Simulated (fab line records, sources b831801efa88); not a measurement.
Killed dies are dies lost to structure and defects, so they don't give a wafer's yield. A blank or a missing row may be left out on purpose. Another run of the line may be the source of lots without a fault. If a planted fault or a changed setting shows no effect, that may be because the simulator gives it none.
8D (eight disciplines) problem report, filled in by code + flow gf180mcu + the parts of the form that need people (team, actions taken, sign-off) are left out

== 1. WHAT IS WRONG ==
Mean V1_W_RS at GF_V1_RS_MEAS_24: 0.203 ohm/sq over 6 wafers in 2 lots; fault-free wafers: 0.326 ohm/sq, standard deviation 0.0048. That puts it -26 standard deviations away from the usual mean.
The step: measures by four-point-probe.
First seen on wafer L819.2, day 22 14:20, on film metro-02. The record has a number at this step for 33 wafers belonging to 11 lots. By rule, "out" or "out of limits" means more than 4 standard deviations away from the usual mean. Any other wafer with a number is counted as sound.

== 2. WHAT THIS IS AND IS NOT ==
| question                    | is                           | is not                                                                                 |
|-----------------------------|------------------------------|----------------------------------------------------------------------------------------|
| which readings at this step | V1_W_RS                      | -                                                                                      |
| which lots                  | L819, L820                   | L808, L811, L812, L814, L815, L821, L822, L829, L830                                   |
| which wafers of those lots  | all that have a number       | -                                                                                      |
| read on which gauges        | film metro-02, film metro-03 | film metro-01                                                                          |
| when                        | from day 22 14:20            | up to then (15 sound wafers); but 12 sound wafers of L821, L822, L829, L830 came after |

== 3. SUSPECTS, AND WHAT RULES EACH OUT ==
Counting: a tool stays on the suspect list if, at a process step up to the reading, it processed all lots that are out and no sound lot following the first of them.
- the gauge at GF_V1_RS_MEAS_24: ruled out. The wafers that are out were read on 2 gauges (film metro-02, film metro-03).
- cvd w-01 at GF_V1_CVD_23 (deposits W, target thk 350 nm, time 105.05 s): ruled out as a lasting fault. Following L819 (day 22 14:07), the first lot on it that is out, the sound lots L829, L830 were run on it.
Left after counting: nothing in the record.

== 4. THE CAUSE (what the simulator had put in) ==
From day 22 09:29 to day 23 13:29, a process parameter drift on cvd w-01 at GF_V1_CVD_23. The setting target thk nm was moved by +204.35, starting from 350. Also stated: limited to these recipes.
It was ruled out by counting, in error; the rule expects a fault to strike all lots run on its tool from its start on, and this fault did not.

== 5. THE EFFECT CHAIN, in route order ==
Rows list readings where the struck wafers' mean (over those with a number) sits beyond 3 standard deviations from the usual. Readings are gone through only where the record gives a usual standard deviation; hours: the median, over the lots, of the time from a lot's start at the first step in this table giving one to that lot's start at this step; sigmas: the change measured in usual standard deviations.
| hours | step              | reading            | usual        | on struck wafers | change | sigmas |
|-------|-------------------|--------------------|--------------|------------------|--------|--------|
| 0     | GF_V1_RS_MEAS_24  | V1_W_RS            | 0.326 ohm/sq | 0.203            | -0.123 | -26    |
| 5     | GF_V1_THK_MEAS_25 | V1_W_THK           | 353 nm       | 568              | +215   | +36    |
| 11    | GF_V1_CMP_26      | time to endpoint s | 83 s         | 130              | +47    | +9.9   |
It contains these process steps:
- GF_V1_CMP_26: polishes, stops on SiO2, t overpolish 15 s, target thk 0 nm.

== 6. HOW IT WOULD HAVE BEEN CAUGHT EARLIER ==
In this record the first reading out of limits at a measuring or inspecting step was taken at day 22 14:20, 5 hours after the fault began at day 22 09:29.
An alarm limit of 4 standard deviations would not have fired on the tool readings at GF_V1_CVD_23 for which the record gives a usual standard deviation, since none of them was out on any struck wafer.
